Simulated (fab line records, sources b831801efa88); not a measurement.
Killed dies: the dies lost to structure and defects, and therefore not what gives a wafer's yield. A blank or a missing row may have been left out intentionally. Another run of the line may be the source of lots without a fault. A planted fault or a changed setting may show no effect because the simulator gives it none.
fab line records -- flow sky130
record lots=5, wafers=15, lastDay=50
route steps=708 shown POLY_CUT@312 SD_P@320 PAD_OPEN@708
lots untouched by any fault: they come from a run of this same line in which no faults occurred
startH: hours from the record's opening day to when the first of the lot's shown wafers began -- waitH: hours since the lot's step before -- " identical to the entry in the row above -- L1.1+2: several wafers, shown together as one row -- - no value, or no start was given -- * or withheld: withheld -- < > ~ a bound
route shown NAME@n: a module of which the file shows steps, and the number in the route of the first -- usual: mean/standard deviation of fault-free wafers -- same: alike in all rows -- chamber/n: place in a boat -- sites: each site's reading -- _std_site: standard deviation across them -- _edge_site: the outer-site mean with the inner-site mean subtracted -- radiusMm: for every site, how far away it sits from the centre of the wafer -- mask NAME#n: copy n -- behind: the tool/chamber that last shaped the wafer -- hold: why the lot was held/for how many hours/how that ended -- device: names the non-switching transistor (n, p or np) -- end of line: tests run on the same wafers once the route is complete -- a step without rows: its recipe alone -- killed: dies lost to structure and defects at the first sort, not the wafer's yield -- map: dies across one wafer; x = killed, . = not, _ = none there
set.NAME: setting as actually run; set.NAME@STEP: the setting as run at that earlier step -- model.NAME: the simulator's own value behind a step, which no gauge read
lots at some steps of the route; a table a step, a row a wafer
services: when a tool's chamber went out of use (startH, in hours from the record's first day, below 0 if earlier), for how many hours, and the reason
## steps
# step SKY_POLY_CUT_EXPOSE_05
# recipe maskId=NPCM, na=0.8, sourceShape=annular, sigmaInner=0.55, sigmaOuter=0.85, targetCdNm=270, doseMj=32
# step SKY_POLY_CUT_PEB_06
# recipe pebTempC=withheld, pebTimeS=withheld, resist=KrF-thick
# step SKY_POLY_CUT_DEVELOP_07
# recipe developTimeS=60, resist=KrF-thick, devTempC=21
# step SKY_POLY_CUT_CD_MEAS_08
# recipe targetCdNm=270
# usual cdNm=270.2/1.6
lot.wafer,tool,chamber,startH,waitH,cdNm
L637.1,cdSem-01,-,588.36,-,271.2
L637.2,cdSem-01,-,588.36,-,269.9
L637.6,cdSem-01,-,588.36,-,269.6
L642.1,cdSem-01,-,621.63,-,270.5
L642.2,cdSem-01,-,621.63,-,270.4
L642.3,cdSem-01,-,621.63,-,271.2
L647.1,cdSem-01,-,658.91,-,270.1
L647.2,cdSem-01,-,658.91,-,269.6
L647.4,cdSem-01,-,658.91,-,270.4
L657.2,cdSem-01,-,730.03,-,268.8
L657.3,cdSem-01,-,730.03,-,266.8
L657.4,cdSem-01,-,730.03,-,268.5
L659.1,cdSem-01,-,745.60,-,269.7
L659.3,cdSem-01,-,745.60,-,270.3
L659.6,cdSem-01,-,745.60,-,270.6
# step SKY_POLY_CUT_OVL_MEAS_09
# usual POLY_CUT_OVL=1/5.7
lot.wafer,tool,chamber,startH,waitH,POLY_CUT_OVL[nm]
L637.1,overlay-01,-,588.48,0.1,7
L637.2,overlay-01,-,588.48,0.1,7
L637.6,overlay-01,-,588.48,0.1,0
L642.1,overlay-01,-,621.75,0.1,8
L642.2,overlay-01,-,621.75,0.1,-3
L642.3,overlay-01,-,621.75,0.1,14
L647.1,overlay-01,-,659.03,0.1,5
L647.2,overlay-01,-,659.03,0.1,0
L647.4,overlay-01,-,659.03,0.1,1
L657.2,overlay-02,-,730.13,0.1,-9
L657.3,overlay-02,-,730.13,0.1,-8
L657.4,overlay-02,-,730.13,0.1,-11
L659.1,overlay-01,-,745.72,0.1,6
L659.3,overlay-01,-,745.72,0.1,-4
L659.6,overlay-01,-,745.72,0.1,-4
# step SKY_POLY_CUT_ETCH_10
# recipe chemistry=N2/H2, target=BARC, ionEnergyEv=200, sourceW=500, biasW=100, pressureMtorr=30, n2FlowSccm=100, h2FlowSccm=200, stopOn=SiO2, timeS=45.9, targetDepthA=600
# usual chamberPressureMTorr=30.00/0.03, drypumpMotorCurrentA=6.0/0.4, oesProductAu=0.855/0.0046, throttleValvePct=13.227/0.0091
lot.wafer,tool,chamber,startH,waitH,chamberPressureMTorr,drypumpMotorCurrentA,oesProductAu,rfHoursCounterH,throttleValvePct
L637.1,rieDiel-02,3,588.51,0.0,29.96,5.6,0.858,67,13.226
L637.2,rieDiel-02,2,588.51,0.0,30.02,6.3,0.849,6,13.234
L637.6,rieDiel-02,2,588.51,0.0,30.03,6.3,0.854,-,13.228
L642.1,rieDiel-03,0,621.79,0.0,29.96,5.3,0.861,14,13.202
L642.2,rieDiel-03,3,621.79,0.0,29.97,5.9,0.863,13,13.233
L642.3,rieDiel-03,1,621.79,0.0,30.01,6.1,0.859,7,13.223
L647.1,rieDiel-02,2,659.06,0.0,29.91,6.3,0.847,8,13.224
L647.2,rieDiel-02,3,659.06,0.0,30.04,5.6,0.851,1,13.230
L647.4,rieDiel-02,0,659.06,0.0,30.00,6.1,0.852,3,13.233
L657.2,rieDiel-01,0,730.16,0.0,30.01,6.4,0.848,23,13.217
L657.3,rieDiel-01,1,730.16,0.0,29.96,5.9,0.855,9,13.235
L657.4,rieDiel-01,2,730.16,0.0,30.04,5.3,0.852,-,13.224
L659.1,rieDiel-02,1,745.75,0.0,29.95,6.6,0.849,14,13.228
L659.3,rieDiel-02,3,745.75,0.0,29.97,5.6,0.855,2,13.221
L659.6,rieDiel-02,0,745.75,0.0,30.02,6.2,0.854,-,13.252
# step SKY_POLY_CUT_ETCH_11
# recipe target=Si3N4, chemistry=CF4/CH2F2/Ar, stopOn=poly-Si, sourceW=600, biasW=150, pressureMtorr=40, cf4FlowSccm=40, ch2f2FlowSccm=20, Ar_flow_sccm=150, timeS=42.5, targetDepthA=600
# usual chamberPressureMTorr=39.99/0.036, drypumpMotorCurrentA=6.0/0.39, oesProductAu=0.832/0.0063, throttleValvePct=14.994/0.0096
lot.wafer,tool,chamber,startH,waitH,chamberPressureMTorr,drypumpMotorCurrentA,oesProductAu,rfHoursCounterH,throttleValvePct
L637.1,rieDiel-02,3,588.56,0.0,40.03,5.6,0.826,67,14.976
L637.2,rieDiel-02,2,588.56,0.0,40.01,6.3,0.831,6,14.983
L637.6,rieDiel-02,2,588.56,0.0,40.01,6.3,0.828,-,14.994
L642.1,rieDiel-03,0,621.83,0.0,40.06,5.2,0.832,14,14.984
L642.2,rieDiel-03,3,621.83,0.0,39.95,5.8,0.830,13,15.001
L642.3,rieDiel-03,1,621.83,0.0,39.95,6.1,0.832,7,14.987
L647.1,rieDiel-02,2,659.11,0.0,39.95,6.3,0.826,8,14.987
L647.2,rieDiel-02,3,659.11,0.0,40.02,5.6,0.836,1,14.980
L647.4,rieDiel-02,0,659.11,0.0,40.02,6.1,0.831,3,14.997
L657.2,rieDiel-01,0,730.21,0.0,39.98,6.4,0.834,23,14.998
L657.3,rieDiel-01,1,730.21,0.0,39.95,5.9,0.832,9,14.989
L657.4,rieDiel-01,2,730.21,0.0,40.04,5.4,0.827,-,14.997
L659.1,rieDiel-02,1,745.80,0.0,39.99,6.6,0.831,14,15.009
L659.3,rieDiel-02,3,745.80,0.0,39.92,5.5,0.832,2,15.022
L659.6,rieDiel-02,0,745.80,0.0,40.00,6.2,0.831,-,15.000
# step SKY_POLY_CUT_STRIP_12
# recipe chemistry=O2/N2, powerW=1400, pressureMtorr=1500, platenTempC=withheld, o2FlowSccm=3000, n2FlowSccm=300, overashFraction=0.5
# usual chamberPressureMTorr=1500.0/1.2, drypumpMotorCurrentA=5.6/0.62, oesProductAu=0.453/0.0044, stripTimeToEndpointS=5.361/0.016
lot.wafer,tool,chamber,startH,waitH,chamberPressureMTorr,drypumpMotorCurrentA,oesProductAu,rfHoursCounterH,stripTimeToEndpointS
L637.1,plasmaAsher-03,1,588.60,0.0,1500.6,5.2,0.453,45,5.375
L637.2,plasmaAsher-03,0,588.60,0.0,1501.2,6.2,0.451,45,5.371
L637.6,plasmaAsher-03,1,588.60,0.0,1501.7,5.2,0.454,-,5.345
L642.1,plasmaAsher-01,1,621.87,0.0,1499.4,5.2,0.451,95,5.368
L642.2,plasmaAsher-01,0,621.87,0.0,1500.1,4.8,0.453,95,5.364
L642.3,plasmaAsher-01,1,621.87,0.0,1499.7,5.2,0.451,-,5.356
L647.1,plasmaAsher-04,0,659.15,0.0,1500.6,5.2,0.453,24,5.373
L647.2,plasmaAsher-04,1,659.15,0.0,1499.7,6.7,0.451,24,5.335
L647.4,plasmaAsher-04,0,659.15,0.0,1498.4,5.1,0.457,-,5.357
L657.2,plasmaAsher-03,1,730.25,0.0,1499.0,5.2,0.439,59,5.338
L657.3,plasmaAsher-03,0,730.25,0.0,1500.7,6.2,0.455,-,5.346
L657.4,plasmaAsher-03,1,730.25,0.0,1499.9,5.3,0.447,-,5.332
L659.1,plasmaAsher-04,0,745.84,0.0,1499.6,5.1,0.450,32,5.352
L659.3,plasmaAsher-04,1,745.84,0.0,1499.4,6.7,0.452,-,5.363
L659.6,plasmaAsher-04,1,745.84,0.0,1500.6,6.7,0.456,-,5.356
# step SKY_SD_P_DEHYDRATE_00
# recipe tempC=200, timeS=60
# step SKY_SD_P_HMDS_01
# recipe primeTimeS=60, primeTempC=120
# step SKY_SD_P_COAT_02
# recipe resist=NOVOLAK, spinRpm=3000, resistThkNm=1140
# step SKY_SD_P_SOFTBAKE_03
# recipe tempC=90, timeS=60, resist=NOVOLAK
# step SKY_SD_P_EXPOSE_04
# recipe maskId=PSDM, na=0.6, sourceShape=conventional, sigmaOuter=0.6, polarization=unpolarized, targetCdNm=380, doseMj=138
lot.wafer,tool,chamber,startH,waitH,mask
L637.1+2+6,ilineStepper-01,0,603.21,-,PSDM#0
L642.1+2+3,ilineStepper-01,0,636.23,-,PSDM#0
L647.1+2+4,ilineStepper-01,0,673.54,-,PSDM_R1#0
L657.2+3+4,ilineStepper-01,0,743.63,-,PSDM#0
L659.1+3+6,ilineStepper-01,0,759.53,-,PSDM#0
# step SKY_SD_P_PEB_05
# recipe tempC=withheld, timeS=*, resist=NOVOLAK
# step SKY_SD_P_DEVELOP_06
# recipe resist=NOVOLAK, developer=TMAH, developTimeS=60, devTempC=23
# step SKY_SD_P_CD_MEAS_07
# recipe targetCdNm=380
# usual cdNm=380.1/1.9
lot.wafer,tool,chamber,startH,waitH,cdNm
L637.1,cdSem-01,-,618.11,0.1,382.6
L637.2,cdSem-01,-,618.11,0.1,384.2
L637.6,cdSem-01,-,618.11,0.1,381.5
L642.1,cdSem-01,-,650.71,0.1,378.3
L642.2,cdSem-01,-,650.71,0.1,378.3
L642.3,cdSem-01,-,650.71,0.1,375.8
L647.1,cdSem-02,-,686.97,0.1,408.0
L647.2,cdSem-02,-,686.97,0.1,407.2
L647.4,cdSem-02,-,686.97,0.1,409.0
L657.2,cdSem-02,-,756.38,0.1,379.7
L657.3,cdSem-02,-,756.38,0.1,377.1
L657.4,cdSem-02,-,756.38,0.1,380.1
L659.1,cdSem-01,-,773.03,0.1,383.5
L659.3,cdSem-01,-,773.03,0.1,381.0
L659.6,cdSem-01,-,773.03,0.1,381.0
# step SKY_SD_P_OVL_MEAS_08
# usual SD_P_OVL=-0.4/1.5
lot.wafer,tool,chamber,startH,waitH,SD_P_OVL[nm]
L637.1,overlay-01,-,618.23,0.1,-1.5
L637.2,overlay-01,-,618.23,0.1,-1.1
L637.6,overlay-01,-,618.23,0.1,-1.4
L642.1,overlay-02,-,650.83,0.1,-1.7
L642.2,overlay-02,-,650.83,0.1,-2.6
L642.3,overlay-02,-,650.83,0.1,-3.8
L647.1,overlay-02,-,687.09,0.1,-2.0
L647.2,overlay-02,-,687.09,0.1,-1.0
L647.4,overlay-02,-,687.09,0.1,0.7
L657.2,overlay-02,-,756.48,0.1,0.8
L657.3,overlay-02,-,756.48,0.1,-1.2
L657.4,overlay-02,-,756.48,0.1,-0.3
L659.1,overlay-02,-,773.15,0.1,-2.0
L659.3,overlay-02,-,773.15,0.1,-1.3
L659.6,overlay-02,-,773.15,0.1,-1.4
# step SKY_PAD_OPEN_PROBE_99
# usual killed_at_M0_to_M3=44/7.4, killed_at_M4_up=3.1/1.8, killedAtContacts=24/5.6, killedAtFrontEnd=15/4.9, killedAtOther=0.4/0.59, killedDies=87/9.8, killedOpen=47/7.2, killedShort=39/6.8
# same grossDies=492, killedAtBackSide=0
lot.wafer,tool,chamber,startH,waitH,killed_at_M0_to_M3,killed_at_M4_up,killedAtContacts,killedAtFrontEnd,killedAtOther,killedDies,killedOpen,killedShort
L637.1,prober-02,-,1097.30,0.1,42,4,16,16,1,79,35,44
L637.2,prober-02,-,1097.35,0.1,47,0,15,10,0,72,37,33
L637.6,prober-02,-,1097.55,0.2,51,3,24,11,0,89,49,39
L642.1,prober-01,-,1120.59,0.1,41,3,25,16,0,85,44,41
L642.2,prober-01,-,1120.64,0.1,39,6,18,19,0,82,36,46
L642.3,prober-01,-,1120.69,0.2,37,4,18,16,0,75,42,33
L647.1,prober-02,-,1145.95,0.1,51,2,26,13,1,93,54,38
L647.2,prober-02,-,1146.00,0.1,43,5,23,16,0,87,50,37
L647.4,prober-02,-,1146.10,0.2,35,4,19,14,1,73,39,34
L659.1,prober-01,-,1199.29,0.1,61,2,14,17,0,94,44,50
L659.3,prober-01,-,1199.39,0.2,39,1,26,10,1,77,41,36
L659.6,prober-01,-,1199.54,0.2,44,2,28,11,0,85,58,27
# killed by level:class
L637.1 METAL1:geometricParticle:short=11 METAL2:geometricParticle:short=7 CONTACT:geometricParticle:open=6 VIA1:geometricParticle:short=6 VIA2:geometricParticle:open=5 LI_CONTACT:geometricParticle:open=5 VIA3:geometricParticle:open=5 POLY_GATE:geometricParticle:short=4
L637.2 VIA3:geometricParticle:open=10 VIA1:geometricParticle:open=9 METAL1:geometricParticle:short=6 METAL2:geometricParticle:short=6 LI_CONTACT:geometricParticle:open=5 METAL3:geometricParticle:short=5 CONTACT:geometricParticle:short=3 CONTACT:geometricParticle:open=3
L637.6 VIA1:geometricParticle:open=17 METAL1:geometricParticle:short=10 LI_CONTACT:geometricParticle:open=9 METAL2:geometricParticle:short=6 FIELD_ISO:geometricParticle:open=5 VIA1:geometricParticle:short=4 LOCAL_INTERCONNECT:geometricParticle:short=4 CONTACT:geometricParticle:short=4
L642.1 VIA1:geometricParticle:open=12 CONTACT:geometricParticle:open=11 METAL1:geometricParticle:short=7 FIELD_ISO:geometricParticle:open=5 LI_CONTACT:geometricParticle:open=5 CONTACT:geometricParticle:short=5 VIA3:geometricParticle:open=5 FIELD_ISO:geometricParticle:short=4
L642.2 METAL1:geometricParticle:short=8 FIELD_ISO:geometricParticle:open=6 FIELD_ISO:geometricParticle:short=6 VIA3:geometricParticle:open=6 METAL4:geometricParticle:short=6 CONTACT:geometricParticle:short=5 CONTACT:geometricParticle:open=5 VIA1:geometricParticle:open=5
L642.3 CONTACT:geometricParticle:open=8 VIA1:geometricParticle:open=8 VIA3:geometricParticle:open=7 METAL2:geometricParticle:short=6 FIELD_ISO:geometricParticle:short=5 LOCAL_INTERCONNECT:geometricParticle:short=5 VIA2:geometricParticle:open=5 METAL1:geometricParticle:short=4
L647.1 VIA1:geometricParticle:open=14 LI_CONTACT:geometricParticle:open=10 METAL2:geometricParticle:short=8 VIA2:geometricParticle:open=7 CONTACT:geometricParticle:open=5 VIA1:geometricParticle:short=5 VIA3:geometricParticle:open=5 LOCAL_INTERCONNECT:geometricParticle:short=4
L647.2 CONTACT:geometricParticle:open=11 VIA1:geometricParticle:open=8 LI_CONTACT:geometricParticle:open=6 VIA2:geometricParticle:short=6 VIA1:geometricParticle:short=5 VIA2:geometricParticle:open=5 POLY_GATE:geometricParticle:open=4 METAL4:geometricParticle:short=4
L647.4 VIA1:geometricParticle:open=8 VIA2:geometricParticle:open=7 LI_CONTACT:geometricParticle:open=6 POLY_GATE:geometricParticle:open=5 CONTACT:geometricParticle:open=5 METAL1:geometricParticle:short=4 POLY_GATE:geometricParticle:short=3 LI_CONTACT:geometricParticle:short=3
L659.1 VIA1:geometricParticle:open=14 VIA1:geometricParticle:short=12 METAL1:geometricParticle:short=10 VIA3:geometricParticle:open=8 CONTACT:geometricParticle:open=5 VIA2:geometricParticle:open=5 FIELD_ISO:geometricParticle:open=4 FIELD_ISO:geometricParticle:short=4
L659.3 CONTACT:geometricParticle:open=11 VIA1:geometricParticle:open=6 VIA2:geometricParticle:open=6 CONTACT:geometricParticle:short=5 LI_CONTACT:geometricParticle:open=5 VIA1:geometricParticle:short=5 VIA3:geometricParticle:open=4 METAL1:geometricParticle:short=4
L659.6 VIA1:geometricParticle:open=15 CONTACT:geometricParticle:open=11 LI_CONTACT:geometricParticle:open=8 LOCAL_INTERCONNECT:geometricParticle:short=5 METAL2:geometricParticle:short=5 VIA2:geometricParticle:open=5 VIA3:geometricParticle:open=5 CONTACT:geometricParticle:short=4
## services
tool,chamber,startH,hours,kind
plasmaAsher-04,-,574.57,0.7,repair
rieDiel-03,2,574.89,5.1,repair
rieDiel-02,3,580.24,3.8,repair
plasmaAsher-01,-,598.51,3.1,repair
rieDiel-02,3,615.50,-,clean
rieDiel-02,3,615.50,15.0,scheduledDown
rieDiel-01,-,619.92,14.6,pm
rieDiel-02,1,620.36,4.9,repair
rieDiel-01,3,638.72,9.6,repair
rieDiel-03,1,663.16,2.8,repair
rieDiel-02,-,676.39,0.3,repair
rieDiel-03,3,677.31,1.3,repair
rieDiel-03,0,682.22,8.5,repair
ilineStepper-01,-,685.87,4.4,pm
rieDiel-01,3,691.23,6.0,repair
plasmaAsher-04,-,692.04,1.3,repair
rieDiel-03,2,708.85,10.9,repair
rieDiel-03,0,721.51,9.8,repair
rieDiel-03,2,727.91,13.7,repair
rieDiel-03,3,731.03,4.4,repair
rieDiel-01,-,732.87,28.1,pm
plasmaAsher-01,-,733.75,9.0,pm
rieDiel-03,3,744.27,6.0,repair
ilineStepper-01,-,754.08,1.7,pm
## key
firstSign step=SKY_SD_P_EXPOSE_04, reading=mask, direction=changed
effect step=SKY_SD_P_CD_MEAS_07, reading=cdNm, direction=up, sigmas=14, usual=380.1, struck=408.1
metAt SKY_SD_P_EXPOSE_04
struckWafers L647.1,L647.2,L647.4
testerLeftOut L647
onsetBetween 636.23 673.54
fault kind=wrongMask, tool=any, chamber=-, onsetH=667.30, steps=SKY_SD_P_EXPOSE_04, auxCopy=PSDM_R1#0, cdOffsetNm=27, scope=struckLotsOnly
# testerLeftOut: of these lots the tester's yield and bins aren't shown, on N5 and GAA mostly nor the transistor test; their killed dies are dies lost to structure and defects alone, not to doping, threshold or leakage, so they don't give the yield
